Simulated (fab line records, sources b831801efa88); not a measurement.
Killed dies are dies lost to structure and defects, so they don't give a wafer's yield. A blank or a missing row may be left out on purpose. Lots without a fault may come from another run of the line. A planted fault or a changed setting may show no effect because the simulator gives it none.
fab line records | flow sky130
record lots=6 wafers=18 last_day=50
route steps=708 shown SD_N@358 SD_P@359 RES_XHIGH@360 SALICIDE@361 LI_CONTACT@362 PAD_OPEN@708
lots that met no fault: from a run of the same line without faults
start_h: hours from the record's first day to the start of the lot's first wafer shown | wait_h: hours since the lot's step before | " the same as in the row above | L1.1+2: a row that stands for several wafers | - no value, or no start given | * or withheld: withheld | < > ~ a bound
route shown NAME@n: a module of which the file shows steps, and the number in the route of the first | usual: mean/standard deviation of fault-free wafers | same: alike in all rows | chamber/n: place in a boat | sites: the reading at each site | _std_site: their standard deviation | _edge_site: outer sites' mean less inner sites' | radius_mm: how far each site lies from the wafer's centre | mask NAME#n: copy n | behind: the tool/chamber that last shaped the wafer | hold: why the lot was held/for how many hours/how that ended | device: the transistor (n, p or np) that didn't switch | end of line: the same wafers' tests at the end of the route | a step without rows: its recipe alone | killed: dies lost to structure and defects at the first sort, not the wafer's yield | map: a wafer's dies, x killed, . not, _ none there
set.NAME: the setting as run; set.NAME@STEP: as run at that earlier step | model.NAME: the simulator's own value behind a step, which no gauge read
lots at some steps of the route; a table a step, a row a wafer
services: from which hour (start_h, from the record's first day; less than 0 if before it) a tool's chamber was out of use, for how many hours, and why
## steps
# step SKY_SD_N_RS_MEAS_16
# recipe thk_meas_gauge=four-point-probe
# usual SD_N_RS=68.47/0.14
# columns lot.wafer tool chamber start_h wait_h SD_N_RS[ohm/sq]
L147.1 film_metro-03 - 727.62 0.1 68.37
L147.3 " - " " 68.43
L147.6 " - " " 68.43
L148.1 film_metro-04 - 734.38 0.1 68.47
L148.2 " - " " 68.33
L148.3 " - " " 68.42
L150.2 film_metro-02 - 744.73 0.1 68.51
L150.4 " - " " 68.50
L150.5 " - " " 68.49
L157.2 film_metro-02 - 797.29 0.1 68.69
L157.3 " - " " 68.66
L157.6 " - " " 68.51
L158.1 film_metro-03 - 804.57 0.1 68.45
L158.4 " - " " 68.61
L158.6 " - " " 68.54
L161.1 film_metro-03 - 824.22 0.1 68.46
L161.3 " - " " 68.31
L161.6 " - " " 68.29
# step SKY_SD_N_RS_MEAS_17
# recipe thk_meas_gauge=four-point-probe
# usual SD_P_RS=146.9/0.4
# columns lot.wafer tool chamber start_h wait_h SD_P_RS[ohm/sq]
L147.1 film_metro-03 - 727.74 0.1 146.9
L147.3 " - " " 146.9
L147.6 " - " " 147.4
L148.1 film_metro-04 - 734.50 0.1 146.7
L148.2 " - " " 146.8
L148.3 " - " " 146.6
L150.2 film_metro-02 - 744.85 0.1 147.0
L150.4 " - " " 146.6
L150.5 " - " " 146.9
L157.2 film_metro-02 - 797.41 0.1 147.1
L157.3 " - " " 146.7
L157.6 " - " " 147.0
L158.1 film_metro-03 - 804.69 0.1 147.1
L158.4 " - " " 147.2
L158.6 " - " " 147.1
L161.1 film_metro-03 - 824.34 0.1 146.5
L161.3 " - " " 146.5
L161.6 " - " " 146.5
# step SKY_SD_N_RS_MEAS_18
# recipe thk_meas_gauge=four-point-probe
# usual RES_XHIGH_RS=332.9/1.5
# columns lot.wafer tool chamber start_h wait_h RES_XHIGH_RS[ohm/sq]
L147.1 film_metro-03 - 727.86 0.1 330.4
L147.3 " - " " 330.8
L147.6 " - " " 329.8
L148.1 film_metro-04 - 734.62 0.1 332.4
L148.2 " - " " 332.4
L148.3 " - " " 332.4
L150.2 film_metro-02 - 744.97 0.1 334.2
L150.4 " - " " 335.7
L150.5 " - " " 334.7
L157.2 film_metro-02 - 797.53 0.1 334.0
L157.3 " - " " 333.4
L157.6 " - " " 334.3
L158.1 film_metro-03 - 804.81 0.1 332.1
L158.4 " - " " 332.7
L158.6 " - " " 333.2
L161.1 film_metro-03 - 824.46 0.1 330.7
L161.3 " - " " 330.5
L161.6 " - " " 330.3
# step SKY_SALICIDE_CLEAN_00
# recipe chemistry=HF-last time_s=30 dilution=100:1 dry=ipa_marangoni
# step SKY_LI_CONTACT_HDPCVD_00
# recipe material=PSG target_thk_nm=930 sigma_open_frac=0.3 time_s=155 temp_c=600 sih4_flow_sccm=60 pressure_mtorr=6
# step SKY_LI_CONTACT_THK_MEAS_01
# recipe reads=PSG_of_LI_CONTACT_HDPCVD_00
# usual LI_CONTACT_HDPCVD_THK=931/9.4
# columns lot.wafer tool chamber start_h wait_h LI_CONTACT_HDPCVD_THK[nm]
L147.1 film_metro-02 - 728.10 0.1 930
L147.3 " - " " 937
L147.6 " - " " 940
L148.1 film_metro-03 - 734.86 0.1 933
L148.2 " - " " 933
L148.3 " - " " 937
L150.2 film_metro-03 - 745.20 0.1 918
L150.4 " - " " 915
L150.5 " - " " 913
L157.2 film_metro-04 - 797.76 0.1 937
L157.3 " - " " 930
L157.6 " - " " 929
L158.1 film_metro-04 - 805.05 0.1 942
L158.4 " - " " 938
L158.6 " - " " 942
L161.1 film_metro-02 - 824.70 0.1 935
L161.3 " - " " 933
L161.6 " - " " 946
# step SKY_LI_CONTACT_CMP_02
# recipe material=PSG down_force_psi=4 platen_rpm=60 pad_velocity_m_s=0.94248
# usual motor_current_A=12.1/1.7 time_to_endpoint_s=32.6/2.7
# columns lot.wafer tool chamber start_h wait_h motor_current_A time_to_endpoint_s
L147.3 cmp-02 0 728.16 0.0 11.5 37.7
L147.1 " 1 " " 12.7 32.9
L147.6 " 0 " " 11.8 34.9
L148.2 cmp-02 2 734.92 0.0 14.2 35.0
L148.1 " 0 " " 11.7 34.8
L148.3 " 1 " " 13.3 34.6
L150.2 cmp-01 0 745.50 0.3 9.6 31.2
L150.4 " 1 " " 12.8 30.3
L150.5 " 1 " " 12.8 30.4
L157.3 cmp-01 1 797.91 0.1 12.8 30.2
L157.2 " 2 " " 14.1 27.9
L157.6 " 3 " " 8.9 33.6
L158.1 cmp-01 0 805.21 0.2 9.6 33.9
L158.4 " 1 " " 12.9 33.1
L158.6 " 2 " " 13.4 30.4
L161.1 cmp-02 1 824.86 0.1 13.0 28.9
L161.3 " 2 " " 14.0 28.2
L161.6 " 3 " " 14.0 32.2
# step SKY_LI_CONTACT_BOW_MEAS_03
# recipe mode=bow
# usual LI_CONTACT_BOW=56/6.4
# columns lot.wafer tool chamber start_h wait_h LI_CONTACT_BOW[um]
L147.1 film_metro-03 - 728.46 0.2 59
L147.3 " - " " 49
L147.6 " - " " 43
L148.1 film_metro-02 - 735.22 0.1 57
L148.2 " - " " 53
L148.3 " - " " 56
L150.2 film_metro-04 - 745.82 0.3 55
L150.4 " - " " 43
L150.5 " - " " 46
L157.2 film_metro-03 - 798.13 0.1 40
L157.3 " - " " 41
L157.6 " - " " 47
L158.1 film_metro-02 - 805.41 0.1 64
L158.4 " - " " 57
L158.6 " - " " 55
L161.1 film_metro-03 - 825.06 0.1 39
L161.3 " - " " 60
L161.6 " - " " 59
# step SKY_LI_CONTACT_DEHYDRATE_04
# recipe temp_c=200 time_s=60
# step SKY_LI_CONTACT_HMDS_05
# recipe prime_time_s=60 prime_temp_c=120
# step SKY_LI_CONTACT_COAT_06
# recipe resist=BARC temp_c=withheld time_s=withheld spin_rpm=3000 resist_thk_nm=60
# step SKY_LI_CONTACT_COAT_07
# recipe resist=KrF-thick spin_rpm=3000 resist_thk_nm=450
# usual resist_line_temp_C=22.99/0.11 spin_speed_rpm=3000.2/2.1
# columns lot.wafer tool chamber start_h wait_h resist_line_temp_C spin_speed_rpm model.KrF-thick_of_LI_CONTACT_COAT_07.thk_nm
L147.1 litho_track-03 0 742 - 23.07 2998.5 449.8
L147.3 " 0 " " 22.90 3001.4 449.5
L147.6 " 0 " " 23.01 2999.5 449.3
L148.1 litho_track-04 0 748 - 22.94 3000.8 450.9
L148.2 " 0 " " 22.96 3003.0 449.8
L148.3 " 0 " " 23.13 3001.9 450.6
L150.2 litho_track-01 0 759 - 22.87 3002.7 447.5
L150.4 " 0 " " 22.71 3004.5 449.7
L150.5 " 0 " " 22.88 3003.0 450.5
L157.2 litho_track-04 0 810 - 22.91 3116.9 439.3
L157.3 " 0 " " 23.02 3116.8 440.4
L157.6 " 0 " " 23.06 3116.3 439.9
L158.1 litho_track-04 0 818 - 23.06 3119.3 439.9
L158.4 " 0 " " 23.23 3116.9 439.9
L158.6 " 0 " " 23.12 3116.0 441
L161.1 litho_track-03 0 837 - 23.00 3000.0 450.9
L161.3 " 0 " " 22.95 3002.1 450.5
L161.6 " 0 " " 23.03 3001.5 451.8
# step SKY_LI_CONTACT_SOFTBAKE_08
# recipe temp_c=100 time_s=90 resist=KrF-thick
# step SKY_LI_CONTACT_EXPOSE_09
# recipe mask_id=LICM1 na=0.8 source_shape=annular sigma_inner=0.55 sigma_outer=0.85 target_cd_nm=170 dose_mj=38
# step SKY_LI_CONTACT_PEB_10
# recipe peb_temp_c=withheld peb_time_s=withheld resist=KrF-thick
# step SKY_LI_CONTACT_DEVELOP_11
# recipe develop_time_s=60 resist=KrF-thick dev_temp_c=21
# step SKY_LI_CONTACT_CD_MEAS_12
# recipe target_cd_nm=170
# usual cd_nm=169.7/1.4
# columns lot.wafer tool chamber start_h wait_h cd_nm
L147.1 cd_sem-02 - 755.38 - 168.3
L147.3 " - " " 169.8
L147.6 " - " " 166.9
L148.1 cd_sem-01 - 762.37 - 170.3
L148.2 " - " " 171.4
L148.3 " - " " 170.0
L150.2 cd_sem-02 - 773.24 - 169.5
L150.4 " - " " 169.3
L150.5 " - " " 169.7
L157.2 cd_sem-02 - 823.94 - 169.1
L157.3 " - " " 172.3
L157.6 " - " " 169.8
L158.1 cd_sem-01 - 832.52 - 169.0
L158.4 " - " " 169.7
L158.6 " - " " 168.5
L161.1 cd_sem-01 - 850.43 - 169.5
L161.3 " - " " 169.1
L161.6 " - " " 170.3
# step SKY_LI_CONTACT_OVL_MEAS_13
# usual LI_CONTACT_OVL=-2/6.6
# columns lot.wafer tool chamber start_h wait_h LI_CONTACT_OVL[nm]
L147.1 overlay-01 - 755.50 0.1 3
L147.3 " - " " 5
L147.6 " - " " 12
L148.1 overlay-01 - 762.49 0.1 -4
L148.2 " - " " -4
L148.3 " - " " -3
L150.2 overlay-01 - 773.35 0.1 4
L150.4 " - " " 6
L150.5 " - " " 4
L157.2 overlay-01 - 824.05 0.1 -5
L157.3 " - " " -9
L157.6 " - " " -16
L158.1 overlay-02 - 832.64 0.1 -6
L158.4 " - " " -12
L158.6 " - " " -9
L161.1 overlay-02 - 850.55 0.1 -5
L161.3 " - " " 0
L161.6 " - " " -1
# step SKY_LI_CONTACT_ETCH_14
# recipe chemistry=N2/H2 target=BARC ion_energy_ev=200 source_w=500 bias_w=100 pressure_mtorr=30 n2_flow_sccm=100 h2_flow_sccm=200 stop_on=SiO2 time_s=45.9 target_depth_a=600
# usual drypump_motor_current_A=5.6/0.32 oes_product_au=0.855/0.0046 rf_fwd_power_W=494.1/2.2 throttle_valve_pct=13.226/0.009
# columns lot.wafer tool chamber start_h wait_h drypump_motor_current_A oes_product_au rf_fwd_power_W rf_hours_counter_h throttle_valve_pct
L147.1 rie_diel-03 2 755.53 0.0 6.3 0.861 491.4 6 13.243
L147.3 " 3 " " 5.5 0.864 494.8 16 13.218
L147.6 " 1 " " 5.5 0.856 493.6 - 13.227
L148.1 rie_diel-02 3 762.53 0.0 5.3 0.854 495.5 11 13.229
L148.2 " 0 " " 5.6 0.860 494.4 15 13.227
L148.3 " 2 " " 6.0 0.851 498.8 7 13.216
L150.2 rie_diel-02 2 773.38 0.0 6.0 0.855 498.6 7 13.241
L150.4 " 3 " " 5.3 0.852 493.2 11 13.219
L150.5 " 0 " " 5.6 0.860 495.8 - 13.224
L157.2 rie_diel-03 1 824.08 0.0 5.5 0.852 489.6 7 13.230
L157.3 " 3 " " 5.5 0.856 494.4 17 13.214
L157.6 " 0 " " 5.9 0.861 495.1 - 13.215
L158.1 rie_diel-04 1 832.68 0.0 5.8 0.853 493.8 23 13.219
L158.4 " 2 " " 5.2 0.853 495.2 15 13.230
L158.6 " 2 " " 5.2 0.862 495.8 - 13.225
L161.1 rie_diel-02 0 850.58 0.0 5.6 0.850 492.6 18 13.225
L161.3 " 2 " " 6.0 0.861 497.0 10 13.214
L161.6 " 1 " " 5.7 0.850 494.8 - 13.228
# step SKY_LI_CONTACT_ETCH_15
# recipe target=PSG chemistry=C4F8/O2/Ar stop_on=Si taper_deg=4.15 mask_material=KrF-thick source_w=1500 bias_w=1200 pressure_mtorr=40 c4f8_flow_sccm=withheld O2_flow_sccm=6 Ar_flow_sccm=300 time_s=withheld target_depth_a=6000
# usual oes_product_au=0.836/0.005 rf_fwd_power_W=1492/5.1
# columns lot.wafer tool chamber start_h wait_h oes_product_au rf_fwd_power_W model.KrF-thick_of_LI_CONTACT_COAT_07.thk_nm
L147.1 rie_diel-03 2 755.58 0.0 0.833 1484 230.1
L147.3 " 3 " " 0.827 1494 230.6
L147.6 " 1 " " 0.843 1491 231.3
L148.1 rie_diel-02 3 762.57 0.0 0.841 1495 232.2
L148.2 " 0 " " 0.839 1492 229.1
L148.3 " 2 " " 0.839 1494 233.1
L150.2 rie_diel-02 2 773.42 0.0 0.831 1501 232.1
L150.4 " 3 " " 0.834 1497 231.6
L150.5 " 0 " " 0.837 1498 231.3
L157.2 rie_diel-03 1 824.12 0.0 0.831 1491 222.5
L157.3 " 3 " " 0.838 1500 222.1
L157.6 " 0 " " 0.840 1486 218
L158.1 rie_diel-04 1 832.72 0.0 0.840 1492 219.7
L158.4 " 2 " " 0.832 1492 220.8
L158.6 " 2 " " 0.839 1491 222.4
L161.1 rie_diel-02 0 850.63 0.0 0.842 1501 229.4
L161.3 " 2 " " 0.833 1495 231.4
L161.6 " 1 " " 0.839 1491 234.1
# step SKY_LI_CONTACT_STRIP_16
# recipe chemistry=O2/N2 power_w=1400 pressure_mtorr=1500 platen_temp_c=withheld o2_flow_sccm=3000 n2_flow_sccm=300 overash_fraction=0.5
# usual drypump_motor_current_A=5.84/0.092 o2_flow_sccm=3000/8.3 oes_product_au=0.375/0.0042 strip_time_to_endpoint_s=3.491/0.027
# columns lot.wafer tool chamber start_h wait_h drypump_motor_current_A o2_flow_sccm oes_product_au rf_hours_counter_h strip_time_to_endpoint_s
L147.1 plasma_asher-01 1 755.66 - 5.95 3018 0.369 1 3.476
L147.3 " 0 " " 5.85 2998 0.375 - 3.507
L147.6 " 1 " " 5.94 2999 0.383 - 3.493
L148.1 plasma_asher-02 0 762.65 - 5.72 3002 0.371 66 3.511
L148.2 " 1 " " 5.80 2987 0.373 66 3.467
L148.3 " 1 " " 5.78 2985 0.375 - 3.508
L150.2 plasma_asher-02 1 773.50 - 5.80 3003 0.375 67 3.487
L150.4 " 1 " " 5.77 2992 0.372 - 3.508
L150.5 " 0 " " 5.71 2996 0.372 - 3.496
L157.2 plasma_asher-01 1 824.20 - 5.94 3015 0.371 8 3.399
L157.3 " 0 " " 5.84 3006 0.371 - 3.386
L157.6 " 1 " " 5.91 3002 0.372 - 3.351
L158.1 plasma_asher-01 1 832.80 - 5.94 2991 0.368 9 3.361
L158.4 " 0 " " 5.84 2991 0.372 - 3.392
L158.6 " 1 " " 5.93 2991 0.370 - 3.394
L161.1 plasma_asher-04 0 850.71 - 5.81 2995 0.374 43 3.455
L161.3 " 0 " " 5.79 2981 0.375 - 3.499
L161.6 " 0 " " 5.80 2990 0.371 - 3.527
# step SKY_LI_CONTACT_CLEAN_17
# recipe chemistry=NMP time_s=600 temp_c=60 dry=n2_spin
# step SKY_PAD_OPEN_PROBE_99
# usual killed_at_M0_to_M3=44/7.7 killed_at_M4_up=3.2/1.7 killed_at_contacts=24/5.3 killed_at_front_end=15/4.3 killed_at_other=0.3/0.57 killed_dies=87/11 killed_open=47/7.4 killed_short=40/6.5
# same gross_dies=492 killed_at_back_side=0
# columns lot.wafer tool chamber start_h wait_h killed_at_M0_to_M3 killed_at_M4_up killed_at_contacts killed_at_front_end killed_at_other killed_dies killed_open killed_short
L157.2 prober-01 - 1179.60 0.1 41 0 36 21 0 98 58 40
# killed by level:class
L157.2 CONTACT:geometric_particle:open=16 VIA3:geometric_particle:open=11 CONTACT:geometric_particle:short=7 VIA2:geometric_particle:open=7 METAL2:geometric_particle:short=7 METAL1:geometric_particle:short=6 POLY_GATE:geometric_particle:open=5 VIA1:geometric_particle:open=5
## services
# columns tool chamber start_h hours kind
plasma_asher-01 - 733.75 9.0 pm
plasma_asher-01 0 733.75 9.0 vent_cycle
plasma_asher-01 1 733.75 9.0 vent_cycle
rie_diel-04 3 740.84 - clean
rie_diel-04 3 740.84 23.5 scheduled_down
rie_diel-04 3 740.84 23.5 vent_cycle
plasma_asher-01 0 742.75 - clean
plasma_asher-01 1 742.75 - clean
rie_diel-04 2 744.60 1.9 repair
cmp-02 - 744.68 4.0 pm
cmp-02 - 748.68 - consumable_replace:conditioner
cmp-02 - 748.68 - consumable_replace:pad
rie_diel-04 - 748.89 14.6 pm
cmp-01 - 761.34 11.3 pm
rie_diel-03 2 762.57 9.9 repair
rie_diel-04 0 773.69 5.7 repair
cmp-02 - 797.60 1.1 repair
rie_diel-04 0 798.25 3.8 repair
cmp-02 - 820.43 0.6 repair
cmp-01 - 823.54 1.1 repair
rie_diel-03 - 830.79 0.3 repair
cmp-02 - 832.52 1.5 repair
rie_diel-04 1 834.52 3.9 repair
cmp-02 - 843.39 15.6 pm
## key
first_sign step=SKY_LI_CONTACT_COAT_07 reading=spin_speed_rpm direction=up sigmas=55 usual=3000.2 struck=3117.0
effect step=SKY_LI_CONTACT_STRIP_16 reading=strip_time_to_endpoint_s direction=down sigmas=4.2 usual=* struck=*
model_effect step=SKY_LI_CONTACT_COAT_07 value=KrF-thick_of_LI_CONTACT_COAT_07.thk_nm without=448.6 struck=440.1
model_effect step=SKY_LI_CONTACT_ETCH_15 value=KrF-thick_of_LI_CONTACT_COAT_07.thk_nm without=229.4 struck=220.9
met_at SKY_LI_CONTACT_COAT_07
struck_wafers L157.2,L157.3,L157.6,L158.1,L158.4,L158.6
tester_left_out L157,L158
onset_between 748 810
fault kind=process_parameter_drift tool=litho_track-04 chamber=- onset_h=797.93 steps=SKY_LI_CONTACT_COAT_07 channel=spin_rpm offset=117.28 shape=step end_h=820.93 acts_in=these_recipes_only stated=3000
# tester_left_out: of these lots the tester's yield and bins aren't shown, on N5 and GAA mostly nor the transistor test; their killed dies are dies lost to structure and defects alone, not to doping, threshold or leakage, so they don't give the yield
